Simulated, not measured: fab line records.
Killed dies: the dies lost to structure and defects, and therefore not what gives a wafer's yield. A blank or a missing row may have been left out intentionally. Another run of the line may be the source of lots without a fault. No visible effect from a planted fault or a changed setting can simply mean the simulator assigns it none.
A struck lot beside a sound one | flow sky130 | 19 steps out of a route of 708
Sound: wafers L565.1, L565.4, L565.6. Wafers struck: L571.1, L571.3, L571.4. The cause is given at the end.
For every step that has rows: the tool of each side, followed by ch and its chambers, followed by its first start. Under that, the readings that differ: sound wafers | struck wafers | difference of the means | sigmas: that difference in standard deviations of wafers without a fault.
alike: a reading whose means differ by less than 2 such deviations, as well as words and numbers matching on both sides. not compared: withheld readings; readings where some wafer has no value; bounds like >300 that might hide an equal value; numbers whose values overlap and for which the record gives no deviation.
A row with sigmas, a row that says differs or no value, or rows on one side alone: a step with any of these is where the two part. Non-overlapping numbers with no deviation appear without sigmas and do not part them. Lack of a reading on every wafer of one side parts them only where that side has two or more wafers.

SKY_VIA1_ETCH_15: etches SiO2 in C4F8/O2/Ar, stops on TiN, target depth 351 nm, time 54 s.
  sound on rie_diel-04 ch 1,3, day 33 17:42; struck on rie_diel-03 ch 0,1,3, day 35 21:31
  alike: chamber_pressure_mTorr, oes_product_au
  not compared: rf_hours_counter_h
then, 5 steps without rows for these wafers: SKY_VIA1_STRIP_16 (strips in O2/N2); SKY_VIA1_STRIP_17 (strips in post etch residue remover, time 1200 s); SKY_VIA1_CLEAN_18 (cleans in IPA, time 180 s); SKY_VIA1_CLEAN_19 (cleans in O3/DIW); SKY_VIA1_SPUTTER_20 (material TiN, target thk 20 nm, time 80 s).
SKY_VIA1_CVD_21: deposits W, target thk 270 nm, time 80.902 s.
  sound on cvd_w-02 ch 0, day 33 18:29; struck on cvd_w-02 ch 0,1, day 35 22:16
  alike: heater_power_w
SKY_VIA1_RS_MEAS_22: uses a four-point probe to measure.
  struck on film_metro-02, day 35 22:22; sound on film_metro-01, day 33 18:34
  reading            | sound             | struck            | difference | sigmas
  VIA1_W_RS (ohm/sq) | 0.421 0.423 0.424 | 0.433 0.430 0.432 | +0.009     | +2
SKY_VIA1_THK_MEAS_23: measures by xrf.
  struck on film_metro-02, day 35 22:29; sound on film_metro-01, day 33 18:41
  reading         | sound             | struck            | difference | sigmas
  VIA1_W_THK (nm) | 269.8 270.5 268.4 | 262.1 263.6 262.2 | -6.9       | -2
SKY_VIA1_CMP_24: polishes, stops on SiO2, t overpolish 15 s, target thk 0 nm.
  sound on cmp-02 ch 0,1,3, day 33 18:48; struck on cmp-01 ch 0,1,2, day 35 22:32
  alike: motor_current_A, overpolish_run_s, retaining_ring_pressure_frac, slurry_flow_ml_min, time_to_endpoint_s
then, 1 step without rows for these wafers: SKY_METAL2_SPUTTER_00 (material Ti, target thk 15 nm, time 10 s).
SKY_METAL2_SPUTTER_01: material TiN, target thk 20 nm, time 16.7 s.
  struck on pvd_sputter-04, day 35 22:52; sound on pvd_sputter-02, day 33 19:05
  alike: cathode_dc_power_W, chamber_pressure_pa, throttle_valve_pct
SKY_METAL2_SPUTTER_02: material AlCu, target thk 250 nm, time 13.3 s.
  struck on pvd_sputter-04, day 35 22:53; sound on pvd_sputter-02, day 33 19:06
  no value came back on the struck wafers for cathode_dc_power_W (W), chamber_pressure_pa (Pa), throttle_valve_pct (%), time_s (s); on the sound wafers cathode_dc_power_W (W) reads 10601 10604 10600
then, 1 step without rows for these wafers: SKY_METAL2_SPUTTER_03 (material Ti, target thk 5 nm, time 3.3 s).
SKY_METAL2_SPUTTER_04: material TiN, target thk 70 nm, time 58.3 s.
  struck on pvd_sputter-04, day 35 22:56; sound on pvd_sputter-02, day 33 19:08
  alike: cathode_dc_power_W, chamber_pressure_pa, throttle_valve_pct
SKY_METAL2_RS_MEAS_05: uses a four-point probe to measure.
  struck on film_metro-01, day 35 23:01; sound on film_metro-01, day 33 19:11
  reading                 | sound                | struck               | difference | sigmas
  METAL2_ALCU_RS (ohm/sq) | 0.1276 0.1271 0.1264 | 8.7175 8.8744 8.8103 | +8.6737    | +99 or more
SKY_METAL2_THK_MEAS_06: measures by xrf.
  struck on film_metro-01, day 35 23:08; sound on film_metro-01, day 33 19:19
  reading              | sound       | struck   | difference | sigmas
  METAL2_ALCU_THK (nm) | 252 251 254 | <1 <1 <1 | differs    |
then, 1 step without rows for these wafers: SKY_METAL2_DEHYDRATE_07 (time 60 s).
-- the record jumps here: 11 days lie between the struck wafers' starts before and after (it left off in module METAL2 and takes up again in module PAD_OPEN, whose first step shown is number 708 of the route) --
SKY_PAD_OPEN_PROBE_99:
  record: rows for the struck wafers here (prober-02, day 47 04:02), none for the sound ones

## WHERE THEY PART
Last at SKY_PAD_OPEN_PROBE_99 as far as this record goes, first at SKY_VIA1_RS_MEAS_22.

WHY: whatever the simulator had introduced
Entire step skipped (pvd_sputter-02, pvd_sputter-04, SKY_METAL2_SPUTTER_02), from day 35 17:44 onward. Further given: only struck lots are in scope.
